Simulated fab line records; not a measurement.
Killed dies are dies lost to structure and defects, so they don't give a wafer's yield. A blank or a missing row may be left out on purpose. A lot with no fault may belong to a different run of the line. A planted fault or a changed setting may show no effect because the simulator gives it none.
A struck lot beside a sound one -- flow gf180mcu -- 15 out of 602 route steps
Sound: wafers L794.1, L794.4, L794.6. Wafers L790.2, L790.4, L790.5 were the ones struck. The cause is named last.
Per side, at each step with rows, come the tool, then ch with its chambers, and then its first start. Under that, the readings that differ: sound wafers -- struck wafers -- difference of the means -- sigmas: that difference in standard deviations of wafers without a fault.
alike: a reading whose means differ by less than 2 such deviations, as well as words and numbers matching on both sides. not compared: withheld readings; readings where some wafer has no value; bounds like >300 that might hide an equal value; numbers whose values overlap and for which the record gives no deviation.
A row with sigmas, a row that says differs or no value, or rows on one side alone: a step with any of these is where the two part. When numbers do not overlap yet have no deviation, they are printed without sigmas and do not part them. Lack of a reading on every wafer of one side parts them only where that side has two or more wafers.

first, 2 steps without rows for these wafers: GF_M1_CLEAN_19 (cleans in DIW); GF_V1_CVD_00 (deposits SiO2, target thk 600 nm, time 100 s).
GF_V1_THK_MEAS_01:
  sound on film-metro-03 at day 23 01:11; struck on film-metro-03 at day 21 07:51
  alike: V1_CVD_00_THK
GF_V1_CVD_02: deposits SiO2 from TEOS, target thk 850 nm, time 94.851 s.
  sound on pecvd-01 ch 0,1,2, day 23 01:15; struck on pecvd-01 ch 0,2, day 21 07:54
  alike: heater-power-w
GF_V1_THK_MEAS_03:
  sound on film-metro-01 at day 23 01:19; struck on film-metro-04 at day 21 07:59
  alike: V1_CVD_02_THK
GF_V1_CMP_04: polishes SiO2.
  sound on cmp-01 ch 0,2, day 23 01:26; struck on cmp-02 ch 2,3, day 21 08:05
  alike: motor-current-A, time-to-endpoint-s
GF_V1_BOW_MEAS_05:
  sound on film-metro-04 at day 23 01:41; struck on film-metro-01 at day 21 08:21
  alike: V1_BOW
then, 5 steps without rows for these wafers: GF_V1_DEHYDRATE_06 (time 60 s); GF_V1_HMDS_07 (prime time 60 s); GF_V1_COAT_08; GF_V1_COAT_09 (resist thk 1000 nm); GF_V1_SOFTBAKE_10 (time 60 s).
GF_V1_EXPOSE_11: exposes mask Via1, target cd 260 nm.
  sound on krf-scanner-01 ch 0, day 23 14:03; struck on krf-scanner-02 ch 0, day 21 20:13
reading,sound,struck,difference,sigmas
model.V1.overlay-x-nm (nm),2.062 2.062 2.062,12.87 12.87 12.87,+10.81,
  alike: mask, reticle-temp-C
then, 1 step without rows for these wafers: GF_V1_PEB_12 (peb time 90 s).
GF_PASSIVATION_PROBE_99:
  the record has rows for the sound wafers here (prober-02, day 33 15:14) and none for the struck ones

## WHERE THEY PART
Only at GF_PASSIVATION_PROBE_99, as far as this record shows.

WHY: the cause the simulator had injected
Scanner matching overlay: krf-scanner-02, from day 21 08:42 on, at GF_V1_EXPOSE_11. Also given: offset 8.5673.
